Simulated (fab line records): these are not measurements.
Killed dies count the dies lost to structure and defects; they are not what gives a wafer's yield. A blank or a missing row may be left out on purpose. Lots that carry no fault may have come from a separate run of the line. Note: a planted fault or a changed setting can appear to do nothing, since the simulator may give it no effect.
Struck lot and sound lot, side by side | flow sky130 | 38 out of 708 route steps
Sound: the wafers L198.1, L198.4, L198.6. Struck: wafer L208.1 (left out: L208.3, a lot-mate that was not struck); the cause follows at the end.
For every step that has rows: the tool of each side, followed by ch and its chambers, followed by its first start. Under that, the readings that differ: sound wafers | struck wafers | difference of the means | sigmas: that difference in standard deviations of wafers without a fault.
alike: a reading whose means differ by less than 2 such deviations, as well as words and numbers matching on both sides. not compared: withheld readings; readings where some wafer has no value; bounds like >300 that might hide an equal value; numbers whose values overlap and for which the record gives no deviation.
The two part at a step that has a row with sigmas, a row that says differs or no value, or rows on one side only. When numbers do not overlap yet have no deviation, they are printed without sigmas and do not part them. A reading missing from all wafers of one side parts the sides only when that side holds two or more wafers.

SKY_SD_N_OVL_MEAS_08:
  sound on overlay-02, day 30 00:57; struck on overlay-02, day 34 08:46
  alike: SD_N_OVL
then, 3 steps without rows for these wafers: SKY_SD_N_IMPLANT_09; SKY_SD_N_IMPLANT_10; SKY_SD_N_STRIP_11 (strips in O2/N2).
SKY_SD_N_TW_MEAS_12:
  sound on filmMetro-02, day 30 01:23; struck on filmMetro-01, day 34 09:13
reading | sound          | struck | difference | sigmas
SD_N_TW | 3928 3931 3936 | 3997   | +65        | +2
then, 2 steps without rows for these wafers: SKY_SD_N_CLEAN_13 (cleans in SC1/SC2, time 150 s); SKY_SD_N_RTA_14 (time 2 s).
SKY_SD_N_RS_MEAS_16: a four-point-probe measurement.
  sound on filmMetro-03, day 30 01:40; struck on filmMetro-03, day 34 09:30
  alike: SD_N_RS
SKY_SD_N_RS_MEAS_17: a four-point-probe measurement.
  sound on filmMetro-03, day 30 01:47; struck on filmMetro-03, day 34 09:37
  alike: SD_P_RS
SKY_SD_N_RS_MEAS_18: a four-point-probe measurement.
  sound on filmMetro-03, day 30 01:55; struck on filmMetro-03, day 34 09:44
  alike: RES_XHIGH_RS
then, 1 step without rows for these wafers: SKY_SALICIDE_CLEAN_00 (cleans in HF-last, time 30 s).
SKY_LI_CONTACT_HDPCVD_00: deposits PSG, target thk 930 nm, time 155 s.
  sound on hdpcvd-01 ch 0,1, day 30 02:03; struck on hdpcvd-02 ch 0, day 34 09:53
reading                                      | sound             | struck | difference | sigmas
model.PSG_of_LI_CONTACT_HDPCVD_00.thkNm (nm) | 930.7 959.5 931.8 | 452.8  | -487.9     | 
SKY_LI_CONTACT_THK_MEAS_01:
  sound on filmMetro-01, day 30 02:09; struck on filmMetro-03, day 34 09:59
reading                    | sound       | struck | difference | sigmas
LI_CONTACT_HDPCVD_THK (nm) | 931 960 932 | 453    | -488       | -49
SKY_LI_CONTACT_CMP_02: polishes PSG.
  sound on cmp-02 ch 0,1,3, day 30 02:16; struck on cmp-02 ch 0, day 34 10:02
reading             | sound    | struck | difference | sigmas
timeToEndpointS (s) | 37 27 39 | 20     | -14        | -3
  alike: motorCurrentA
SKY_LI_CONTACT_BOW_MEAS_03:
  sound on filmMetro-03, day 30 02:31; struck on filmMetro-03, day 34 10:20
reading             | sound    | struck | difference | sigmas
LI_CONTACT_BOW (um) | 49 39 59 | 67     | +18        | +3
then, 8 steps without rows for these wafers: SKY_LI_CONTACT_DEHYDRATE_04 (time 60 s); SKY_LI_CONTACT_HMDS_05 (prime time 60 s); SKY_LI_CONTACT_COAT_06 (resist thk 60 nm); SKY_LI_CONTACT_COAT_07 (resist thk 450 nm); SKY_LI_CONTACT_SOFTBAKE_08 (time 90 s); SKY_LI_CONTACT_EXPOSE_09 (exposes mask LICM1, target cd 170 nm); SKY_LI_CONTACT_PEB_10; SKY_LI_CONTACT_DEVELOP_11 (develop time 60 s).
SKY_LI_CONTACT_CD_MEAS_12: the cd target is 170 nm.
  sound on cdSem-01, day 31 06:45; struck on cdSem-02, day 35 12:39
  alike: cdNm
SKY_LI_CONTACT_OVL_MEAS_13:
  sound on overlay-02, day 31 06:52; struck on overlay-01, day 35 12:46
  alike: LI_CONTACT_OVL
SKY_LI_CONTACT_ETCH_14: etches BARC in N2/H2, stops on SiO2, time 45.9 s, target depth 60 nm.
  sound on rieDiel-02 ch 0,2,3, day 31 06:55; struck on rieDiel-01 ch 0, day 35 12:49
  alike: drypumpMotorCurrentA, oesProductAu, throttleValvePct
  not compared: rfHoursCounterH
SKY_LI_CONTACT_ETCH_15: etches PSG in C4F8/O2/Ar, stops on Si, target depth 600 nm.
  sound on rieDiel-02 ch 0,2,3, day 31 06:57; struck on rieDiel-01 ch 0, day 35 12:51
reading                              | sound             | struck | difference | sigmas
oesProductAu (a.u.)                  | 0.836 0.832 0.852 | 0.725  | -0.115     | -23
model.etch.depthNm (nm)              | 599 593.8 597.8   | 452.8  | -144.1     | 
model.LI_CONTACT.featureDepthNm (nm) | 599 593.8 597.8   | 452.8  | -144.1     | 
then, 3 steps without rows for these wafers: SKY_LI_CONTACT_STRIP_16 (strips in O2/N2); SKY_LI_CONTACT_CLEAN_17 (cleans in NMP, time 600 s); SKY_LI_CONTACT_PRE_CLEAN_18 (time 5.6 s).
SKY_LI_CONTACT_SPUTTER_19: material Ti, target thk 20 nm, time 106.37 s.
  sound on pvdSputter-01, day 31 07:20; struck on pvdSputter-02, day 35 13:14
  alike: throttleValvePct
SKY_LI_CONTACT_SPUTTER_20: material TiN, target thk 20 nm, time 80 s.
  sound on pvdSputter-01, day 31 07:25; struck on pvdSputter-02, day 35 13:19
  alike: throttleValvePct
SKY_LI_CONTACT_CVD_21: deposits W, target thk 400 nm, time 120.56 s.
  sound on cvdW-01 ch 0,1, day 31 07:28; struck on cvdW-01 ch 1, day 35 13:23
  alike: heaterPowerW
SKY_LI_CONTACT_RS_MEAS_22: a four-point-probe measurement.
  sound on filmMetro-03, day 31 07:35; struck on filmMetro-01, day 35 13:30
  alike: LI_CONTACT_W_RS
SKY_LI_CONTACT_THK_MEAS_23: measures by xrf.
  sound on filmMetro-03, day 31 07:43; struck on filmMetro-01, day 35 13:37
  alike: LI_CONTACT_W_THK
SKY_LI_CONTACT_CMP_24: polishes, stops on PSG, t overpolish 20 s, target thk 0 nm.
  sound on cmp-01 ch 0,2,3, day 31 07:49; struck on cmp-01 ch 0, day 35 13:41
reading                                      | sound             | struck | difference | sigmas
model.PSG_of_LI_CONTACT_HDPCVD_00.thkNm (nm) | 589.5 584.3 588.3 | 443.3  | -144.1     | 
  alike: motorCurrentA, overpolishRunS, timeToEndpointS
SKY_LOCAL_INTERCONNECT_SPUTTER_00: material TiN, target thk 100 nm, time 83.3 s.
  sound on pvdSputter-04, day 31 08:04; struck on pvdSputter-03, day 35 13:59
  alike: throttleValvePct
-- the record jumps here: 15 days lie between the struck wafers' starts before and after (it left off in module LOCAL_INTERCONNECT and takes up again in module PAD_OPEN, whose first step shown is number 708 of the route) --
SKY_PAD_OPEN_PROBE_99:
  sound on prober-02, day 47 05:48; struck on prober-01, day 50 05:16
reading                             | sound             | struck | difference | sigmas
model.etest.capLiToPoly.cAfUm2      | 98.73 103.1 97.55 | 171.4  | +71.6      | 
model.etest.liconPdiff.rcOhm        | 561.4 592.5 553   | 530.5  | -38.5      | 
model.etest.nfetG5v0d10v5.rOnOhmUm  | 1915 1907 1916    | 1853   | -60        | 
model.etest.liconHighPo.rcOhm       | 337.2 343.5 350.1 | 328.1  | -15.5      | 
model.etest.liconNdiff.rcOhm        | 179.3 181.6 175.7 | 151.3  | -27.6      | 
model.etest.sonosUncharged.rOnOhmUm | 828.2 833.1 809.2 | 787.3  | -36.2      | 
model.etest.liconPoly.rcOhm         | 144.5 148.5 149.1 | 137.6  | -9.8       | 
model.etest.capLiToWell.cAfUm2      | 36.18 37.38 37.52 | 44.17  | +7.14      | 

WHERE THEY PART
Earliest at SKY_SD_N_TW_MEAS_12; latest, in this record, at SKY_LI_CONTACT_ETCH_15. Later steps at which nothing parts them and some readings are alike: SKY_LI_CONTACT_SPUTTER_19, SKY_LI_CONTACT_SPUTTER_20, SKY_LI_CONTACT_CVD_21, SKY_LI_CONTACT_RS_MEAS_22, SKY_LI_CONTACT_THK_MEAS_23, SKY_LI_CONTACT_CMP_24, SKY_LOCAL_INTERCONNECT_SPUTTER_00.

WHY: what had been put in by the simulator
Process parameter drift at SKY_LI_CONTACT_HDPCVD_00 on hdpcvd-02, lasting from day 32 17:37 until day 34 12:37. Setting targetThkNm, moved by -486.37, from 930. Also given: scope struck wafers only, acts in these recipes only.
